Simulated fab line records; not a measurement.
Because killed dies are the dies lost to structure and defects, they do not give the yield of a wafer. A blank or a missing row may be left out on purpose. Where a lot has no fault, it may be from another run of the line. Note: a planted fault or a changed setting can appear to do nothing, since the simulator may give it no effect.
Problem report in the 8D (eight disciplines) form, filled by code | flow sky130 | the parts of the form that need people (team, actions taken, sign-off) are left out

1. PROBLEM STATEMENT
SKY_METAL2_SOFTBAKE_11, run length s: mean 114.23 s over 1 wafer from 1 lot; wafers with no fault: 119.26 s, standard deviation 0.15. Relative to the usual mean, that is a shift of -34 standard deviations.
The step: time 90 s.
First observed at day 38 16:00: wafer L827.5, on litho track-02. The record has a number at this step for 36 wafers belonging to 12 lots. Rule for "out", or "out of limits": more than 4 standard deviations from the usual mean. The other wafers with a number count as sound.

2. WHAT IT IS, AND WHAT IT ISN'T
question                    | is                                 | is not
which readings at this step | run length s, heater power total W | -
which lots                  | L827                               | L815, L816, L817, L818, L831, L832, L833, L834, L835, L836, L837
which wafers of those lots  | L827.5                             | L827.1, L827.4
read on which tools         | litho track-02                     | litho track-03, litho track-04
when                        | from day 38 16:00                  | up to then (14 sound wafers); but 21 sound wafers of L831, L832, L833, L834, L835, L836, L837 came after

3. WHAT RULES OUT EACH SUSPECT
Counting: a tool at a process step up to the reading stays a suspect if it ran every lot that is out. Sound lots after the first of them don't rule it out here, since some wafers of a struck lot are sound.
- litho track-02 at SKY_METAL2_SOFTBAKE_11 (time 90 s): kept. The lot that is out, L827, ran on it at day 38 16:00; the last sound lot it ran before that was L817, at day 35 03:00. Its own readings are out on those wafers: heater power total W, run length s.
After counting, what remains is litho track-02 at SKY_METAL2_SOFTBAKE_11.

4. THE CAUSE (what the simulator had put in)
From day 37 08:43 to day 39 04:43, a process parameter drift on litho track-02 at SKY_METAL2_SOFTBAKE_11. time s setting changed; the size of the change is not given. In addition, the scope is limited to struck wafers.
After counting, this tool was the only one left.

5. THE CHAIN OF EFFECTS, in route order
Each row: a reading whose mean over the struck wafers that have a number lies more than 3 standard deviations from the usual. Only readings for which the record gives a usual standard deviation are gone through. hours: the time from each lot's start at the first step in this table that gives one to its start at this step, as a median over the lots. sigmas: the change in usual standard deviations.
hours | step                   | reading              | usual    | on struck wafers | change | sigmas
0     | SKY_METAL2_SOFTBAKE_11 | heater power total W | 57.35 W  | 58.37            | +1.02  | +10
0     | SKY_METAL2_SOFTBAKE_11 | run length s         | 119.26 s | 114.23           | -5.03  | -34
Here are the process steps it includes:
- SKY_METAL2_SOFTBAKE_11: time 90 s.

6. HOW IT WOULD HAVE BEEN CAUGHT EARLIER
In this record no reading fell out of limits until day 38 16:00, 31 hours after the fault had begun at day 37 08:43.
